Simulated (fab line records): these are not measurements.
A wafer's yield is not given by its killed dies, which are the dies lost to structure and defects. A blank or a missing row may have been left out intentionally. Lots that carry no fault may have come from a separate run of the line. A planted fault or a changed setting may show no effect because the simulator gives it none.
2 desks looking at one fault -- flow sky130 -- each desk has only its own numbers; what lay behind them comes last

## FROM THE METROLOGY DESK
What the gauges read for every lot (on any tool): the sampled wafers with a number, averaged. Marked OUT: a lot whose mean sits more than 4 standard deviations from the usual mean, which makes it out of limits; the brackets give that distance.
Columns: A = LDD_HVN_OVL at SKY_LDD_HVN_OVL_MEAS_07, usual 0.5 nm; B = cd-nm at SKY_SD_P_CD_MEAS_07, usual 380.6 nm
lot,first seen here,A,B
L810,day 19 23:16,0.5,379.4
L811,day 20 21:30,-0.0,380.4
L812,day 21 02:04,0.9,381.6
L817,day 23 05:26,-0.1,380.7
L818,day 23 12:32,0.8,381.6
L820,day 24 01:21,-0.5,381.9
L822,day 24 14:47,-0.5,382.4
L821,day 24 17:03,0.4,379.6
L830,day 28 09:22,-0.4,380.0
L833,day 29 01:08,-0.8,380.1
L832,day 29 02:48,2.7,381.4
L831,day 29 03:20,-0.7,376.7
This desk's finding: nothing out of limits on any of the 12 lots.

## FOR THE TOOL OWNER'S DESK: implanter-03
For each lot that ran on this tool, the mean over its sampled wafers that have a number, from the tool's own readings at SKY_LDD_LDN_IMPLANT_11. Marked OUT: a lot whose mean sits more than 4 standard deviations from the usual mean, which makes it out of limits; the brackets give that distance.
Columns: A = beam-energy-keV at SKY_LDD_LDN_IMPLANT_11, usual 15.000; B = beam-on-s at SKY_LDD_LDN_IMPLANT_11, usual 9.98 s; C = end-station-pressure-torr at SKY_LDD_LDN_IMPLANT_11, usual 5.05e-06 Torr; D = faraday-current-uA at SKY_LDD_LDN_IMPLANT_11, usual 70.6; E = rotation-deg at SKY_LDD_LDN_IMPLANT_11, usual 293.01 degrees
lot,first seen here,A,B,C,D,E
L817,day 25 17:49,14.996,9.97,5.09e-06,70.8,292.98
L822,day 27 02:53,15.006,9.77,5.01e-06,72.3,293.05
L830,day 30 17:46,15.002,9.93,5.11e-06,71.1,293.03
L832,day 31 11:29,14.335 (-99 or more) OUT,9.95,4.76e-06,70.9,293.03
L831,day 31 12:28,14.328 (-99 or more) OUT,9.96,5.18e-06,70.8,293.03
This desk's finding: out of limits on L831, L832; first on L832, day 31 11:29 (beam-energy-keV at SKY_LDD_LDN_IMPLANT_11). L817, L822, L830: within limits.

## ALL TOGETHER
On L831, L832, at day 31 11:29, an alarm was possible from the tool owner's desk.
Nothing out of limits was seen by the metrology desk.
The metrology desk holds a record of L831, L832, inside its limits.
Of the lots named, all ran SKY_LDD_LDN_IMPLANT_11 on implanter-03.

## WHAT HAD BEEN PUT IN BY THE SIMULATOR
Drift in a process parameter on implanter-03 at SKY_LDD_LDN_IMPLANT_11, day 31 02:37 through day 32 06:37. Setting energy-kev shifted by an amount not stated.
Lots struck among those shown: L831, L832.
Hours from the fault's start to each desk's first reading out of limits: the tool owner's desk, 9.
